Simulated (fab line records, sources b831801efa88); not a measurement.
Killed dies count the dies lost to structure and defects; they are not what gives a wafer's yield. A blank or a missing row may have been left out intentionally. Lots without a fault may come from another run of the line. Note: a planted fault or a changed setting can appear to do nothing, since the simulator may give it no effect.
Which of the tools did it? | flow sky130 | Sampling: 14 lots, 42 wafers, 3 of 708 route steps

WHAT THE GAUGES SHOWED, per wafer
SKY_SD_N_RS_MEAS_17: the measuring method here is four-point-probe. Usual: SD_P_RS 147.0 ohm/sq, standard deviation 0.39.
lot  | measured     | on            | SD_P_RS (ohm/sq)  | flag
L885 | day 29 06:28 | film metro-02 | 146.8 146.6 146.5 |
L884 | day 29 07:01 | film metro-03 | 147.5 146.9 147.5 |
L886 | day 29 18:32 | film metro-04 | 146.6 146.8 147.0 |
L888 | day 30 05:07 | film metro-03 | 147.2 147.1 147.5 |
L889 | day 30 15:54 | film metro-02 | 147.3 147.0 146.9 |
L890 | day 30 22:32 | film metro-03 | 147.4 148.0 148.0 |
L891 | day 31 06:43 | film metro-02 | 147.0 147.2 147.2 |
L893 | day 31 12:53 | film metro-04 | 146.9 146.8 146.9 |
L894 | day 31 23:12 | film metro-04 | 146.7 146.5 146.0 |
L903 | day 34 20:25 | film metro-04 | 146.7 146.9 146.6 |
L904 | day 35 02:40 | film metro-02 | 147.1 147.0 147.1 |
L905 | day 35 16:56 | film metro-03 | 147.2 147.4 147.1 |
L906 | day 35 19:28 | film metro-04 | 147.1 147.1 146.6 |
L907 | day 36 00:43 | film metro-02 | 147.6 146.5 146.8 |

WHAT TOOL EACH LOT RAN ON (gives the tool, then ch and the chambers of the sampled wafers, and finally the start)
lot  | SKY_LDD_HVN_DEVELOP_06            | SKY_POLY_CUT_ETCH_10
L885 | litho track-04 ch 0, day 21 13:21 | rie diel-01 ch 0,1, day 25 12:51
L884 | litho track-01 ch 0, day 21 13:33 | rie diel-02 ch 0,1,3, day 25 13:40
L886 | litho track-03 ch 0, day 22 04:10 | rie diel-04 ch 1,2, day 26 02:07
L888 | litho track-03 ch 0, day 22 15:31 | rie diel-01 ch 0,1,3, day 26 12:39
L889 | litho track-01 ch 0, day 23 03:33 | rie diel-04 ch 2,3, day 27 00:20
L890 | litho track-04 ch 0, day 23 10:03 | rie diel-01 ch 0,3, day 27 08:17
L891 | litho track-01 ch 0, day 23 17:45 | rie diel-01 ch 0,2,3, day 27 16:22
L893 | litho track-04 ch 0, day 24 03:32 | rie diel-04 ch 0,2, day 27 22:46
L894 | litho track-04 ch 0, day 24 13:18 | rie diel-01 ch 0,1, day 28 08:01
L903 | litho track-01, day 27 14:22      | rie diel-04 ch 1,2,3, day 31 08:15
L904 | litho track-04, day 27 21:18      | rie diel-01 ch 2,3, day 31 15:19
L905 | litho track-01 ch 0, day 28 16:09 | rie diel-04 ch 0,1,2, day 32 06:41
L906 | litho track-04 ch 0, day 28 17:47 | rie diel-02 ch 2,3, day 32 09:29
L907 | litho track-01 ch 0, day 28 22:01 | rie diel-02 ch 0,1,2, day 32 14:17
- SKY_LDD_HVN_DEVELOP_06: develop time 60 s.
- SKY_POLY_CUT_ETCH_10: etches BARC in N2/H2, stops on SiO2, time 45.9 s, target depth 60 nm.

AS READ BY THE TOOLS THEMSELVES (means over the sampled wafers that have a number; for cases with no such wafer, the mark the record gives instead)
SKY_LDD_HVN_DEVELOP_06. Usual: 23.00 C for chill plate temp C, sd 0.098.
lot  | tool           | chill plate temp C (C) | flag
L885 | litho track-04 | 23.02                  |
L884 | litho track-01 | 23.02                  |
L886 | litho track-03 | 22.80                  |
L888 | litho track-03 | 22.98                  |
L889 | litho track-01 | 23.01                  |
L890 | litho track-04 | 22.91                  |
L891 | litho track-01 | 23.04                  |
L893 | litho track-04 | 23.13                  |
L894 | litho track-04 | 22.99                  |
L903 | litho track-01 | -                      | OFF
L904 | litho track-04 | -                      | OFF
L905 | litho track-01 | 23.04                  |
L906 | litho track-04 | 23.01                  |
L907 | litho track-01 | 22.86                  |

SKY_POLY_CUT_ETCH_10. Usual: drypump motor current A 5.8 A, standard deviation 0.41; oes product au 0.854 a.u., standard deviation 0.0046; throttle valve pct 13.226 %, standard deviation 0.0097.
lot  | tool        | drypump motor current A (A) | oes product au (a.u.) | throttle valve pct (%) | flag
L885 | rie diel-01 | 5.9                         | 0.854                 | 13.226                 |
L884 | rie diel-02 | 6.0                         | 0.853                 | 13.226                 |
L886 | rie diel-04 | 5.7                         | 0.855                 | 13.230                 |
L888 | rie diel-01 | 5.8                         | 0.848                 | 13.228                 |
L889 | rie diel-04 | 5.6                         | 0.853                 | 13.224                 |
L890 | rie diel-01 | 6.0                         | 0.857                 | 13.226                 |
L891 | rie diel-01 | 5.7                         | 0.849                 | 13.231                 |
L893 | rie diel-04 | 5.5                         | 0.853                 | 13.229                 |
L894 | rie diel-01 | 5.8                         | 0.853                 | 13.225                 |
L903 | rie diel-04 | 5.7                         | 0.853                 | 13.222                 |
L904 | rie diel-01 | 5.6                         | 0.851                 | 13.231                 |
L905 | rie diel-04 | 5.6                         | 0.855                 | 13.219                 |
L906 | rie diel-02 | 6.0                         | 0.855                 | 13.215                 |
L907 | rie diel-02 | 6.3                         | 0.857                 | 13.219                 |

THE ANSWER, worked out from the rows above alone
Rule: lot off if the mean of its wafers having a number is beyond 3 standard deviations from the usual mean. Also off: a lot with no number at a reading for which 4 or more lots have one. All remaining lots with rows at the step are treated as sound. Order of review: gauges by route order, followed by the tools' own readings, for which a lot's mean as printed above is used. At the first step where some lot is off, the reading lying furthest off is the one used; lots without a number count as furthest.
Off, at SKY_LDD_HVN_DEVELOP_06 on chill plate temp C: L903, L904. Without a number there: L903, L904.
If a tool, at that step or one of the process steps before it, ran each lot that is off and ran no sound lot following the first of them, it fits. None of those tried fits.

WHAT THE SIMULATOR HAD PUT IN
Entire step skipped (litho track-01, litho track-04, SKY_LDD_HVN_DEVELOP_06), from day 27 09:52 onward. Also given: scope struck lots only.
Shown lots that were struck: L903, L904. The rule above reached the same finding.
